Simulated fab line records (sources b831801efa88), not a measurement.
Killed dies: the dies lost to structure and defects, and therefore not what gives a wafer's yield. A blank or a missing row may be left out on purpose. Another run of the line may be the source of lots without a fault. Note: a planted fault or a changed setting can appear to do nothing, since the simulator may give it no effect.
Which tool did it?	flow gf180mcu	21 wafers from 7 lots sampled at 4 of the route's 602 steps

## WHAT THE GAUGES SHOWED, per wafer
GF_M1_THK_MEAS_06: measures by xrf.
lot	measured	on	M1_ALCU_THK (nm)
L502	day 17 16:07	film-metro-02	454 442 452
L504	day 18 03:52	film-metro-04	513 508 514
L508	day 19 21:43	film-metro-01	454 459 469
L513	day 21 16:25	film-metro-02	463 462 470
L515	day 22 09:13	film-metro-02	463 460 451
L518	day 23 15:34	film-metro-02	464 456 462
L521	day 24 08:43	film-metro-04	471 458 469

## WHAT TOOL EACH LOT RAN ON (gives the tool, then ch and the chambers of the sampled wafers, and finally the start)
lot	GF_SALICIDE_RTA_08	GF_CONTACT_CVD_02	GF_M1_SPUTTER_04
L502	rtp-anneal-01 ch 0, day 16 14:42	pecvd-03 ch 0,1,2, day 16 14:56	pvd-sputter-01, day 17 15:58
L504	rtp-anneal-01 ch 0, day 17 02:36	pecvd-02 ch 0,1, day 17 02:48	pvd-sputter-03, day 18 03:43
L508	rtp-anneal-02 ch 0, day 18 18:58	pecvd-03 ch 0,1, day 18 19:10	pvd-sputter-03, day 19 21:32
L513	rtp-anneal-02 ch 0, day 20 14:41	pecvd-02 ch 0,1,2, day 20 14:54	pvd-sputter-03, day 21 16:15
L515	rtp-anneal-02 ch 0, day 21 07:19	pecvd-03 ch 0,2, day 21 07:31	pvd-sputter-03, day 22 09:03
L518	rtp-anneal-01 ch 0, day 22 14:59	pecvd-01 ch 0,2, day 22 15:11	pvd-sputter-03, day 23 15:24
L521	rtp-anneal-01 ch 0, day 23 07:20	pecvd-01 ch 1,2, day 23 07:38	pvd-sputter-04, day 24 08:33
- GF_SALICIDE_RTA_08: time 30 s.
- GF_CONTACT_CVD_02: deposits SiO2 from TEOS, target thk 860 nm, time 95.992 s.
- GF_M1_SPUTTER_04: material TiN, target thk 50 nm, time 41.7 s.

## THE ANSWER, worked out from the rows above alone
Rule: the usual values come from the lots themselves. The widest of any qualifying gaps counts: lots, ordered by their means at a reading, are off when they make up no more than a third of the lots, leave a main group of 4 or more, and stand apart from it by 3 or more times the standard deviation of that group's means. If all means in a main group match to the digits the tables above print for the reading, that group is not used. Also off: a lot with no number at a reading for which 4 or more lots have one. Where the step has rows for the other lots, those lots are counted as sound.
Off: at GF_M1_THK_MEAS_06 (M1_ALCU_THK), L504. Main group: mean 460 nm, sd 5.5.
A tool fits if, at a process step before that reading, it ran every lot that is off, and no sound lot after the first of them. Gauges at GF_M1_THK_MEAS_06: tried the same way as those tools. Of those tried, none fits.

## WHAT THE SIMULATOR HAD PUT IN
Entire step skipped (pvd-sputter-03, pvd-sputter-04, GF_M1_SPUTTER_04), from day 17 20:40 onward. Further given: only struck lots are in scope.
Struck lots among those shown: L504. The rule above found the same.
